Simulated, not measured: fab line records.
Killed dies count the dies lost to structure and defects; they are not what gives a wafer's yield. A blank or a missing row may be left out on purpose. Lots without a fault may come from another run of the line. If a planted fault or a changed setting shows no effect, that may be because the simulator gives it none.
A struck lot beside a sound one / flow sky130 / 17 out of 708 route steps
Sound: wafers L352.1, L352.5, L352.6. The struck wafers were L359.1, L359.2, L359.4. At the end, the cause is stated.
At each step with rows: each side's tool, then ch and its chambers, then its first start. Under that, the readings that differ: sound wafers / struck wafers / difference of the means / sigmas: that difference in standard deviations of wafers without a fault.
alike: readings whose means differ by less than 2 such deviations, and words and numbers that are the same on both sides. not compared: withheld readings, readings that some wafer has no value for, bounds like >300 that may hide the same value, and numbers for which the record gives no deviation and whose values overlap.
Wherever a step has rows on one side only, a row that says differs or no value, or a row with sigmas, the two part there. Numbers that don't overlap but have no deviation are shown without sigmas and don't part them. A reading missing from all wafers of one side parts the sides only when that side holds two or more wafers.

SKY_VIA3_CMP_02: polishes SiO2.
  sound on cmp-02 ch 0,3, day 41 19:31; struck on cmp-01 ch 0,1,3, day 44 02:32
  alike: motor-current-A
SKY_VIA3_BOW_MEAS_03:
  sound on film-metro-01, day 41 19:49; struck on film-metro-02, day 44 02:50
  alike: VIA3_BOW
then, 8 steps without rows for these wafers: SKY_VIA3_DEHYDRATE_04 (time 60 s); SKY_VIA3_HMDS_05 (prime time 60 s); SKY_VIA3_COAT_06 (resist thk 60 nm); SKY_VIA3_COAT_07 (resist thk 450 nm); SKY_VIA3_SOFTBAKE_08 (time 90 s); SKY_VIA3_EXPOSE_09 (exposes mask VIM3, target cd 200 nm); SKY_VIA3_PEB_10; SKY_VIA3_DEVELOP_11 (develop time 60 s).
SKY_VIA3_CD_MEAS_12 targets a cd of 200 nm.
  sound on cd-sem-01, day 42 20:08; struck on cd-sem-01, day 45 01:26
  alike: cd-nm
SKY_VIA3_OVL_MEAS_13:
  sound on overlay-02, day 42 20:15; struck on overlay-02, day 45 01:34
  alike: VIA3_OVL
SKY_VIA3_ETCH_14: etches BARC in N2/H2, stops on SiO2, time 45.9 s, target depth 60 nm.
  sound on rie-diel-01 ch 0,2,3, day 42 20:17; struck on rie-diel-02 ch 0,1,2, day 45 01:36
reading=oes-product-au (a.u.); sound=0.851 0.860 0.867; struck=1.006 1.015 1.009; difference=+0.151; sigmas=+34
reading=run-length-s (s); sound=74.7 73.3 73.4; struck=63.3 63.0 64.1; difference=-10.3; sigmas=-19
reading=model.KrF-thick_of_VIA3_COAT_07.thk-nm (nm); sound=391.4 391.2 390.2; struck=404.2 402.6 401.6; difference=+11.9; sigmas=
  alike: drypump-motor-current-A, throttle-valve-pct
  not compared: rf-hours-counter-h
SKY_VIA3_ETCH_15: etches SiO2 in C4F8/O2/Ar, stops on TiN, target depth 507 nm, time 78 s.
  sound on rie-diel-01 ch 0,2,3, day 42 20:20; struck on rie-diel-02 ch 0,1,2, day 45 01:38
reading=model.KrF-thick_of_VIA3_COAT_07.thk-nm (nm); sound=288.7 288.5 288.2; struck=300.7 299.1 298; difference=+10.8; sigmas=
  alike: oes-product-au, run-length-s
  not compared: rf-hours-counter-h
SKY_VIA3_STRIP_16: strips in O2/N2.
  sound on plasma-asher-01 ch 0,1, day 42 20:23; struck on plasma-asher-02 ch 0,1, day 45 01:42
reading=oes-product-au (a.u.); sound=0.394 0.395 0.398; struck=0.405 0.406 0.408; difference=+0.011; sigmas=+2
reading=strip-time-to-endpoint-s (s); sound=4.112 4.099 4.103; struck=4.228 4.213 4.212; difference=+0.113; sigmas=+4
  alike: drypump-motor-current-A, o2-flow-sccm
  not compared: rf-hours-counter-h
then, 1 step without rows for these wafers: SKY_VIA3_STRIP_17 (strips in post etch residue remover, time 1200 s).
-- the record jumps here: 5 days lie between the struck wafers' starts before and after (it left off in module VIA3 and takes up again in module PAD_OPEN, whose first step shown is number 708 of the route) --
SKY_PAD_OPEN_PROBE_99:
  sound on prober-02, day 48 16:25; struck on prober-02, day 50 13:37
reading=killed-at-contacts; sound=19 17 20; struck=24 31 33; difference=+11; sigmas=+2
reading=killed-at-front-end; sound=28 24 20; struck=15 16 16; difference=-8; sigmas=-2
  alike: defect-limited-yield, killed_at_M0_to_M3, killed_at_M4_up, killed-at-other, killed-dies, killed-open, killed-short, sort_bin_3_pad_short, sort_bin_5_function, sort_bin_6_memory, sort-n-pass, sort-yield-pct

## WHERE THEY PART
Earliest at SKY_VIA3_ETCH_14; latest, in this record, at SKY_PAD_OPEN_PROBE_99.

WHY: what the simulator had put in
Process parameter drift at SKY_VIA3_ETCH_14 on rie-diel-02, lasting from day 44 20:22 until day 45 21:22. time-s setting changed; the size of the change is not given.
